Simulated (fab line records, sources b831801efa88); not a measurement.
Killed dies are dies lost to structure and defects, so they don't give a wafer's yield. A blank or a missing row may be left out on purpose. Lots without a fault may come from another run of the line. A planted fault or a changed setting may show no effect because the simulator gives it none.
A struck lot beside a sound one | flow sfq_line | 14 steps out of a route of 325
Sound: wafers L615.1, L615.2, L615.5. Struck: wafers L609.1, L609.2, L609.5. The cause comes at the end.
At each step with rows: each side's tool, then ch and its chambers, then its first start. Under that, the readings that differ: sound wafers | struck wafers | difference of the means | sigmas: that difference in standard deviations of wafers without a fault.
alike: readings whose means differ by less than 2 such deviations, and words and numbers that are the same on both sides. not compared: withheld readings, readings that some wafer has no value for, bounds like >300 that may hide the same value, and numbers for which the record gives no deviation and whose values overlap.
The two part at a step that has a row with sigmas, a row that says differs or no value, or rows on one side only. Numbers that don't overlap but have no deviation are shown without sigmas and don't part them. A reading that every wafer of one side lacks parts them only if that side has two wafers or more.

SFQ_M6_OVL_MEAS_940:
  sound on overlay-01, day 80 02:10; struck on overlay-01, day 78 15:41
  alike: M6_OVL
SFQ_TRILAYER_M6_BARC_OPEN_METAL_ETCH_206: etches BARC in O2, target depth 125 nm, time 41.7 s.
  sound on rie_metal-04 ch 0, day 80 02:11; struck on rie_metal-02 ch 0,1, day 78 15:43
  alike: chamber_pressure_mTorr, drypump_motor_current_A, oes_product_au
  not compared: rf_hours_counter_h
SFQ_TRILAYER_M6_ETCH_METAL_ETCH_162: etches Nb in Cl2/Ar, stops on SiO2, target depth 240 nm, time 120 s.
  sound on rie_metal-04 ch 0, day 80 02:19; struck on rie_metal-02 ch 0,1, day 78 15:47
  alike: chamber_pressure_mTorr, drypump_motor_current_A, oes_product_au
  not compared: rf_hours_counter_h
SFQ_TRILAYER_M6_STRIP_STRIP_163: strips in O2.
  sound on rie_metal-04 ch 0, day 80 02:34; struck on rie_metal-02 ch 0,1, day 78 15:55
  alike: chamber_pressure_mTorr, drypump_motor_current_A, oes_product_au
  not compared: rf_hours_counter_h
then, 1 step without rows for these wafers: SFQ_TRILAYER_M6_STRIP_SOLV_CLEAN_164 (cleans in NMP, time 600 s).
SFQ_TRILAYER_I6_DEP_PECVD_165: deposits SiO2 from SiH4/N2O, time 111.11 s, target thk 500 nm.
  sound on pecvd-04 ch 0,2, day 80 03:56; struck on pecvd-02 ch 0,1, day 78 16:42
  alike: heater_power_w, throttle_valve_pct
SFQ_TRILAYER_I6_CMP_CMP_166: polishes SiO2.
  sound on cmp-01 ch 1,3, day 80 04:31; struck on cmp-01 ch 0,1,2, day 78 20:48
  alike: motor_current_A, platen_rpm, slurry_filter_dp_kPa, time_to_endpoint_s
SFQ_I6_BOW_MEAS_941:
  sound on film_metro-01, day 80 07:01; struck on film_metro-03, day 78 22:48
  alike: I6_BOW
then, 4 steps without rows for these wafers: SFQ_TRILAYER_I6_METRO_MEASURE_167; SFQ_TRILAYER_I6_VIA_LITHO_COAT_174 (resist thk 62 nm); SFQ_TRILAYER_I6_VIA_LITHO_COAT_169 (resist thk 650 nm); SFQ_TRILAYER_I6_VIA_LITHO_SOFTBAKE_173.
-- the record jumps here: 4 days lie between the struck wafers' starts before and after --
SFQ_TRILAYER_I6_VIA_LITHO_EXPOSE_170: exposes mask I6, target cd 700 nm.
  sound on krf_scanner-01 ch 0, day 84 10:42; struck on krf_scanner-01, day 82 22:42
  no value came back on the struck wafers for exposure_dose_mJ_cm2, focus_offset_nm (nm), sigma_outer, stage_vel_mm_s (mm/s); on the sound wafers exposure_dose_mJ_cm2 reads 21.311 21.275 21.293
  alike: mask
then, 1 step without rows for these wafers: SFQ_TRILAYER_I6_VIA_LITHO_PEB_172 (peb time 60 s).

WHERE THEY PART
Only at SFQ_TRILAYER_I6_VIA_LITHO_EXPOSE_170, within this record.

WHY: what the simulator had put in
Skipped step whole: krf_scanner-01, from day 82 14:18 on, at SFQ_TRILAYER_I6_VIA_LITHO_EXPOSE_170. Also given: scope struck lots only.
